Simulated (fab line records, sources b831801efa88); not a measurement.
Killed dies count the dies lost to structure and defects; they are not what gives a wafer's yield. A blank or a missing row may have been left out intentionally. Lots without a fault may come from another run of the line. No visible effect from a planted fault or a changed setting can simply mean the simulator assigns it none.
Lot-split experiment | flow sky130 | 5 lots, 23 wafers read, on a route of 708 steps

## ABOUT THE SPLIT
At SKY_METAL2_SPUTTER_02 (material AlCu, target thk 250 nm, time 13.3 s), the setting timeS was moved away from the recipe's 13.3 s on 8 of the 23 wafers read, by -7.9% to -4.8%. The other wafers ran this setting at the recipe's value.

## FROM THE SPLIT TO THE READING: what the file shows between them, 3 steps
- SKY_METAL2_SPUTTER_03: material Ti, target thk 5 nm, time 3.3 s
- SKY_METAL2_SPUTTER_04: material TiN, target thk 70 nm, time 58.3 s
- SKY_METAL2_RS_MEAS_05: measures by four-point-probe

## THE READING
METAL2_ALCU_THK, in nm, at SKY_METAL2_THK_MEAS_06 (measures by xrf). A value of 248 nm with a standard deviation of 4.6 nm is what fault-free wafers of this fab line usually give.

wafer  | tool, chamber at the split | timeS as run, s | against the recipe | METAL2_ALCU_THK, nm | against lot-mates on the recipe
L074.1 | pvdSputter-04, -           | 13.3            | recipe             | 247                 | -
L074.3 | pvdSputter-04, -           | 13.3            | recipe             | 245                 | -
L074.4 | pvdSputter-04, -           | 13.3            | recipe             | 240                 | -
L074.5 | pvdSputter-04, -           | 12.25           | -7.9%              | 222                 | -22
L074.6 | pvdSputter-04, -           | 12.25           | -7.9%              | 220                 | -24
L079.4 | pvdSputter-04, -           | 13.3            | recipe             | 247                 | -
L079.5 | pvdSputter-04, -           | 13.3            | recipe             | 246                 | -
L079.6 | pvdSputter-04, -           | 13.3            | recipe             | 248                 | -
L082.1 | pvdSputter-04, -           | 13.3            | recipe             | 249                 | -
L082.2 | pvdSputter-04, -           | 12.66           | -4.8%              | 231                 | -14
L082.4 | pvdSputter-04, -           | 12.66           | -4.8%              | 235                 | -10
L082.5 | pvdSputter-04, -           | 13.3            | recipe             | 240                 | -
L082.6 | pvdSputter-04, -           | 12.66           | -4.8%              | 237                 | -8
L083.1 | pvdSputter-04, -           | 13.3            | recipe             | 250                 | -
L083.2 | pvdSputter-04, -           | 12.62           | -5.1%              | 237                 | -10
L083.3 | pvdSputter-04, -           | 12.62           | -5.1%              | 229                 | -18
L083.4 | pvdSputter-04, -           | 12.62           | -5.1%              | 235                 | -12
L083.5 | pvdSputter-04, -           | 13.3            | recipe             | 244                 | -
L084.1 | pvdSputter-01, -           | 13.3            | recipe             | 253                 | -
L084.2 | pvdSputter-01, -           | 13.3            | recipe             | 255                 | -
L084.3 | pvdSputter-01, -           | 13.3            | recipe             | 251                 | -
L084.5 | pvdSputter-01, -           | 13.3            | recipe             | 255                 | -
L084.6 | pvdSputter-01, -           | 13.3            | recipe             | 253                 | -

FIT RESULTS
A straight line over all 23 wafers: METAL2_ALCU_THK changes by +3.16 nm for each +1% of timeS; r = +0.91; the points scatter about the line by 4.4 nm.
The same after taking each lot's own level away (the mean of its wafers on the recipe; 23 wafers): +2.65 nm for each +1%; r = +0.94; scatter 2.9 nm.
Per that fit: largest timeS move, reading shift of 21 nm.
Measured against the standard deviation above, the lots' own levels, which go from 244.0 to 253.4 nm, span 2.0 times it.
So the slope is not independent of the lot-to-lot level: the two fits are not the same.
Check: for one of the wafers moved furthest among these (-7.9%), held out of the fit, the line's prediction against its lot-mates is -20.4 nm. It came out at -22 nm against them.

## THE OTHER SPLITS THESE WAFERS WENT THROUGH
Other splits were also applied to these wafers ahead of the reading. Each is held against what the fit with the lots' levels taken away leaves over:
other split on the same wafers | wafers away from the commonest value | r with METAL2_ALCU_THK (lot level and that fit taken away)
SKY_VIA1_COAT_07 spinRpm       | 8                                    | -0.14
SKY_VIA1_SPUTTER_20 powerW     | 5                                    | +0.06

## THE WHOLE CHAIN: every reading that the file lists as answering this split, in the file's order
step                   | what it does                                  | reading                                                                          | change (the file's fit)              | r (the file's)
SKY_METAL2_SPUTTER_02  | material AlCu, target thk 250 nm, time 13.3 s | AlCu_of_METAL2_SPUTTER_02.thkNm (the simulator's own value, which no gauge read) | +2.57 nm for each +1% of the setting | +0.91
SKY_METAL2_RS_MEAS_05  | measures by four-point-probe                  | METAL2_ALCU_RS                                                                   | -0.0015 for each +1% of the setting  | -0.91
SKY_METAL2_THK_MEAS_06 | measures by xrf                               | METAL2_ALCU_THK                                                                  | +2.66 for each +1% of the setting    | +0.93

## FILE'S OWN FIT
METAL2_ALCU_THK changes by +2.66 nm for each +1% of timeS, r = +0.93.
